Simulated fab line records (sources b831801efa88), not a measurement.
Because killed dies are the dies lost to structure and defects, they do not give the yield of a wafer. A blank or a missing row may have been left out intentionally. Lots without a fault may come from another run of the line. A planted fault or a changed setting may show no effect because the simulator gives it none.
Which of the tools did it?    flow sky130    at 1 step of a route of 708, 12 lots with 36 wafers sampled

== WHAT THE GAUGES READ, wafer by wafer ==
SKY_SONOS_ONO_CD_MEAS_13: the cd target is 410 nm.
lot   measured      on         cd-nm (nm)
L074  day 13 04:13  cd-sem-02  413.6 410.9 411.0
L077  day 13 09:28  cd-sem-01  411.2 409.9 409.0
L079  day 14 03:33  cd-sem-02  412.9 413.4 413.4
L081  day 15 03:05  cd-sem-02  407.2 408.7 406.9
L084  day 16 04:51  cd-sem-02  411.2 413.4 410.0
L085  day 16 16:53  cd-sem-01  409.6 407.2 411.6
L087  day 17 10:08  cd-sem-01  410.4 412.0 411.8
L089  day 17 15:43  cd-sem-02  407.9 411.3 410.1
L091  day 18 07:30  cd-sem-02  407.6 410.4 409.3
L093  day 19 05:29  cd-sem-01  412.4 412.6 412.1
L095  day 19 12:52  cd-sem-02  410.1 409.7 407.8
L097  day 20 11:32  cd-sem-02  411.6 411.0 410.2

== TOOL THAT RAN EACH LOT (tool first, then ch and the chambers of the sampled wafers, then the start) ==
There is no process step in the record ahead of these readings.

== THE ANSWER, worked out from the rows above alone ==
Rule: the lots themselves supply what counts as usual. Put in order of their means at a reading, lots are off if they are a third of the lots or fewer, leave a main group of 4 or more, and stand apart from it by a gap of 3 or more times the standard deviation of the main group's means; of several such gaps the widest counts. If all means in a main group match to the digits the tables above print for the reading, that group is not used. Also off: a lot with no number at a reading for which 4 or more lots have one. Any other lot the step has rows for is counted as sound.
No lot is off at any reading shown: from this, nothing can be told.

== WHAT HAD BEEN PUT IN BY THE SIMULATOR ==
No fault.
